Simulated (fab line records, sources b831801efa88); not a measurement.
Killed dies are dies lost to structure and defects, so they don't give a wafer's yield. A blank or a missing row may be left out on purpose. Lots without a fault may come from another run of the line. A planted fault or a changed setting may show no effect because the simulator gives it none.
Tool commonality check | flow sky130 | 12 lots, 36 wafers sampled

WHY IT WAS OPENED
At SKY_POLY_GATE_THK_MEAS_21 the reading POLY_GATE_OXIDATION_THK is flagged on 2 of 12 lots. Wafers without a fault read 3.99 nm, standard deviation 0.075.
Rule: a lot is flagged when every wafer of it that has a number lies more than 4 standard deviations from that mean, or none has a number. The other lots count as sound.

lot  | measured     | on            | POLY_GATE_OXIDATION_THK (nm), wafer by wafer | flag
L500 | day 16 17:50 | film_metro-01 | 4.14 4.20 4.13                               |
L501 | day 16 18:46 | film_metro-02 | 4.00 3.96 4.02                               |
L504 | day 17 20:31 | film_metro-02 | 4.08 4.01 4.11                               |
L505 | day 18 12:47 | film_metro-02 | 4.00 3.98 3.95                               |
L512 | day 21 02:28 | film_metro-01 | 4.04 3.97 4.00                               |
L514 | day 21 17:36 | film_metro-01 | 4.03 4.13 4.00                               |
L515 | day 22 07:06 | film_metro-03 | 5.82 6.02 5.87                               | FLAGGED
L516 | day 22 14:49 | film_metro-03 | 5.88 5.90 5.78                               | FLAGGED
L517 | day 22 21:55 | film_metro-03 | 3.98 3.99 3.93                               |
L518 | day 23 08:20 | film_metro-01 | 3.94 3.95 3.93                               |
L522 | day 24 19:34 | film_metro-03 | 3.91 4.03 3.90                               |
L523 | day 25 00:09 | film_metro-01 | 4.03 3.90 3.91                               |
The numbers of the flagged lots are 5.88 nm on average: +1.89 nm against the usual, or +25 standard deviations.

WHICH TOOL RAN EACH LOT
The record holds 2 process steps before the reading, out of a route of 708 steps. In each cell: the tool, then ch and the chambers that the sampled wafers went through, then the start.
lot  | flag    | SKY_RES_PROTECT_STRIP_07             | SKY_POLY_GATE_OXIDATION_20
L500 |         | plasma_asher-03 ch 0,1, day 15 08:01 | furnace-01 ch 0, day 16 16:35
L501 |         | plasma_asher-04 ch 0,1, day 15 10:22 | furnace-02 ch 0, day 16 17:30
L504 |         | plasma_asher-01 ch 0,1, day 16 10:57 | furnace-02 ch 0, day 17 19:16
L505 |         | plasma_asher-03 ch 0,1, day 17 02:19 | furnace-01 ch 0, day 18 11:32
L512 |         | plasma_asher-04 ch 0, day 19 15:36   | furnace-01 ch 0, day 21 01:13
L514 |         | plasma_asher-03 ch 0,1, day 20 06:55 | furnace-01 ch 0, day 21 16:21
L515 | FLAGGED | plasma_asher-04 ch 0,1, day 20 17:49 | furnace-02 ch 0, day 22 05:51
L516 | FLAGGED | plasma_asher-01 ch 0,1, day 21 03:48 | furnace-02 ch 0, day 22 13:34
L517 |         | plasma_asher-01 ch 0,1, day 21 11:18 | furnace-01 ch 0, day 22 20:40
L518 |         | plasma_asher-03 ch 0,1, day 21 22:06 | furnace-01 ch 0, day 23 07:05
L522 |         | plasma_asher-03 ch 0,1, day 23 07:25 | furnace-01 ch 0, day 24 18:19
L523 |         | plasma_asher-04 ch 0,1, day 23 13:54 | furnace-01 ch 0, day 24 22:54
What these steps do:
- SKY_RES_PROTECT_STRIP_07: strips in O2/N2.
- SKY_POLY_GATE_OXIDATION_20: stabilise 600 s, purge 300 s, target thk 4 nm.
- SKY_POLY_GATE_THK_MEAS_21

FLAGGED OVER TOTAL, TOOL BY TOOL (the gauges that took the reading come last)
step                       | tool            | lots run | flagged | share of the flagged lots | sound lots run after its first flagged lot
SKY_RES_PROTECT_STRIP_07   | plasma_asher-01 | 3        | 1       | some                      | 1 (L517)
SKY_RES_PROTECT_STRIP_07   | plasma_asher-03 | 5        | 0       | none                      | -
SKY_RES_PROTECT_STRIP_07   | plasma_asher-04 | 4        | 1       | some                      | 1 (L523)
SKY_POLY_GATE_OXIDATION_20 | furnace-01      | 8        | 0       | none                      | -
SKY_POLY_GATE_OXIDATION_20 | furnace-02      | 4        | 2       | all                       | 0
SKY_POLY_GATE_THK_MEAS_21  | film_metro-01   | 5        | 0       | none                      | -
SKY_POLY_GATE_THK_MEAS_21  | film_metro-02   | 3        | 0       | none                      | -
SKY_POLY_GATE_THK_MEAS_21  | film_metro-03   | 4        | 2       | all                       | 2 (L517,L522)

WHAT THE TABLE ALLOWS
2 rows of the table ran every flagged lot: furnace-02 at SKY_POLY_GATE_OXIDATION_20, film_metro-03 at SKY_POLY_GATE_THK_MEAS_21.
- furnace-02 at SKY_POLY_GATE_OXIDATION_20: 2 of its 4 lots flagged. Its last sound lot is L504 (day 17 19:16), its first flagged lot L515 (day 22 05:51): a fault that began between those two fits. Its own readings lie more than 4 standard deviations out on every wafer of the flagged lots: spike_tc_bottom_C, spike_tc_centre_C, spike_tc_lower_C, spike_tc_top_C, spike_tc_upper_C.
- film_metro-03 at SKY_POLY_GATE_THK_MEAS_21: 2 of its 4 lots flagged. Sound lots ran on it after the first flagged one (L517, L522), which a lasting fault on the whole tool wouldn't allow.
One tool is left: furnace-02 at SKY_POLY_GATE_OXIDATION_20.

WHAT THE SIMULATOR HAD PUT IN
Process parameter drift: furnace-02, from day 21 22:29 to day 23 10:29, at SKY_POLY_GATE_OXIDATION_20. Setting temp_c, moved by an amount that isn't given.
Lots struck among those shown: L515, L516. The rule above found the same.
